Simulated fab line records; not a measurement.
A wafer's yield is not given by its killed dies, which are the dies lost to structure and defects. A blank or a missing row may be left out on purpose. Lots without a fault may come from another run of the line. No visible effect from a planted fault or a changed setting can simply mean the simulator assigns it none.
Lot-split experiment | flow gf180mcu | route with 602 steps; 5 lots, 23 wafers read

== SPLIT DETAILS ==
At GF_V1_CVD_00 (deposits SiO2, target thk 600 nm, time 100 s), the setting sih4-flow-sccm was moved away from the recipe's 60 sccm on 5 of the 23 wafers read, by -13.7% to -13.5%. All remaining wafers had this setting at the recipe value.

No step appears in the file between the split and the reading.

== THE READING ==
V1_CVD_00_THK in nanometres, read at GF_V1_THK_MEAS_01. A value of 599 nm with a standard deviation of 6.5 nm is what fault-free wafers of this fab line usually give.

wafer  | tool, chamber at the split | sih4-flow-sccm as run, sccm | against the recipe | V1_CVD_00_THK, nm | against lot-mates on the recipe
L074.1 | hdpcvd-02, 0               | 60                          | recipe             | 594               | -
L074.2 | hdpcvd-02, 1               | 60                          | recipe             | 593               | -
L074.3 | hdpcvd-02, 2               | 60                          | recipe             | 604               | -
L074.4 | hdpcvd-02, 1               | 60                          | recipe             | 595               | -
L074.5 | hdpcvd-02, 2               | 60                          | recipe             | 602               | -
L077.1 | hdpcvd-01, 0               | 60                          | recipe             | 596               | -
L077.2 | hdpcvd-01, 2               | 51.76                       | -13.7%             | 519               | -80
L077.4 | hdpcvd-01, 1               | 60                          | recipe             | 600               | -
L077.5 | hdpcvd-01, 0               | 51.76                       | -13.7%             | 514               | -85
L077.6 | hdpcvd-01, 2               | 60                          | recipe             | 601               | -
L081.1 | hdpcvd-02, 0               | 60                          | recipe             | 592               | -
L081.2 | hdpcvd-02, 1               | 51.91                       | -13.5%             | 515               | -76
L081.3 | hdpcvd-02, 2               | 51.91                       | -13.5%             | 510               | -80
L081.5 | hdpcvd-02, 1               | 51.91                       | -13.5%             | 518               | -72
L081.6 | hdpcvd-02, 0               | 60                          | recipe             | 589               | -
L082.2 | hdpcvd-02, 0               | 60                          | recipe             | 596               | -
L082.3 | hdpcvd-02, 2               | 60                          | recipe             | 601               | -
L082.5 | hdpcvd-02, 2               | 60                          | recipe             | 596               | -
L084.1 | hdpcvd-01, 1               | 60                          | recipe             | 606               | -
L084.2 | hdpcvd-01, 2               | 60                          | recipe             | 607               | -
L084.3 | hdpcvd-01, 1               | 60                          | recipe             | 610               | -
L084.4 | hdpcvd-01, 2               | 60                          | recipe             | 603               | -
L084.5 | hdpcvd-01, 2               | 60                          | recipe             | 605               | -

FIT RESULTS
A straight line over all 23 wafers: V1_CVD_00_THK changes by +6.2 nm for each +1% of sih4-flow-sccm; r = +0.99; the points scatter about the line by 5.5 nm.
The same after taking each lot's own level away (the mean of its wafers on the recipe; 23 wafers): +5.8 nm for each +1%; r = +1.00; scatter 3.4 nm.
Per that fit: largest sih4-flow-sccm move, reading shift of 80 nm.
The lots' own levels span 590.5 to 606.2 nm, that is 2.4 times the standard deviation above.
The two slopes are in agreement: the lot-to-lot level therefore moves the slope only a little.
Check: with one of the wafers moved furthest among these (-13.7%) left out of the fit, the line predicts -79.5 nm for it against its lot-mates. Against them it came out at -80 nm.

== FURTHER SPLITS ON THESE WAFERS ==
Note: prior to the reading, these wafers also went through further splits. Each is held against what the fit with the lots' levels taken away leaves over:
other split on the same wafers       | wafers away from the commonest value | r with V1_CVD_00_THK (lot level and that fit taken away)
GF_PSD_COAT_02 resist-thk-nm         | 8                                    | -0.25
GF_PSD_STRIP_10 o2-flow-sccm         | 8                                    | -0.06
GF_SAB_CVD_00 time-s                 | 4                                    | +0.10
GF_SAB_ETCH_11 source-w              | 8                                    | -0.14
GF_CONTACT_CMP_04 leave-above-ref-nm | 4                                    | -0.08
GF_CONTACT_PEB_12 peb-temp-c         | 10                                   | +0.07
GF_M1_SPUTTER_03 power-w             | 7                                    | -0.03
GF_M1_PEB_12 peb-time-s              | 6                                    | -0.18

== THE WHOLE CHAIN: every reading that the file lists as answering this split, in the file's order ==
step              | what it does                                 | reading                                                                   | change (the file's fit)              | r (the file's)
GF_V1_CVD_00      | deposits SiO2, target thk 600 nm, time 100 s | SiO2_of_V1_CVD_00.thk-nm (the simulator's own value, which no gauge read) | +5.83 nm for each +1% of the setting | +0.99
GF_V1_THK_MEAS_01 |                                              | V1_CVD_00_THK                                                             | +5.82 for each +1% of the setting    | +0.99

== THE FILE'S OWN FIT ==
V1_CVD_00_THK changes by +5.82 nm for each +1% of sih4-flow-sccm, r = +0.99.
